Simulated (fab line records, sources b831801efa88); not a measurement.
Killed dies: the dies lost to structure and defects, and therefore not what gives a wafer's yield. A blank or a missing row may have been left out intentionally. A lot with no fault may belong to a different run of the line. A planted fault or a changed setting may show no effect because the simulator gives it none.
Matching of chambers | flow sky130 | cmp-01 running SKY_CONTACT_CMP_04: 4 sister chambers
The step polishes SiO2. 4 wafers are shown with their chamber, then 7 later ones without.

## EACH WAFER AND ITS CHAMBER
wafer  | chamber | motor current A (A)
L728.1 | 0       | 10.0
L736.3 | 3       | 11.5
L747.1 | 1       | 11.7
L747.3 | 2       | 11.4

## WAFERS WITH NO CHAMBER GIVEN
wafer  | motor current A (A)
L747.5 | 11.2
L748.1 | 11.4
L748.3 | 12.2
L748.6 | 10.5
L749.2 | 12.0
L749.3 | 11.2
L749.5 | 12.6

## WHICH CHAMBER EACH ONE RAN IN
wafer  | from the rows above               | in truth
L747.5 | can't be placed: 2 or 3 or 1      | 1
L748.1 | can't be placed: 2 or 3 or 1      | 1
L748.3 | can't be placed: 1 or 3 or 2      | 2
L748.6 | can't be placed: 0 or 2 or 3 or 1 | 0
L749.2 | can't be placed: 1 or 3 or 2      | 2
L749.3 | can't be placed: 2 or 3 or 1      | 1
L749.5 | can't be placed: 1 or 3 or 2      | 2
0 of 7 placed correctly. From these rows, 7 cannot be placed; in 7 the true chamber is one of the candidates. Number placed wrongly: 0.
How it was worked out, from the rows above alone: a wafer's distance from a chamber is the root of the sum, over the readings, of the square of ((its reading less the chamber's mean) divided by the reading's scatter). If the next closest chamber is less than 2 further off than the closest, the wafer can't be placed; otherwise it belongs to the closest. For every chamber, the mean is computed from those of its wafers that are shown. The scatter: root of mean squared gap, hidden wafer to nearest shown wafer, with one shown wafer a chamber.
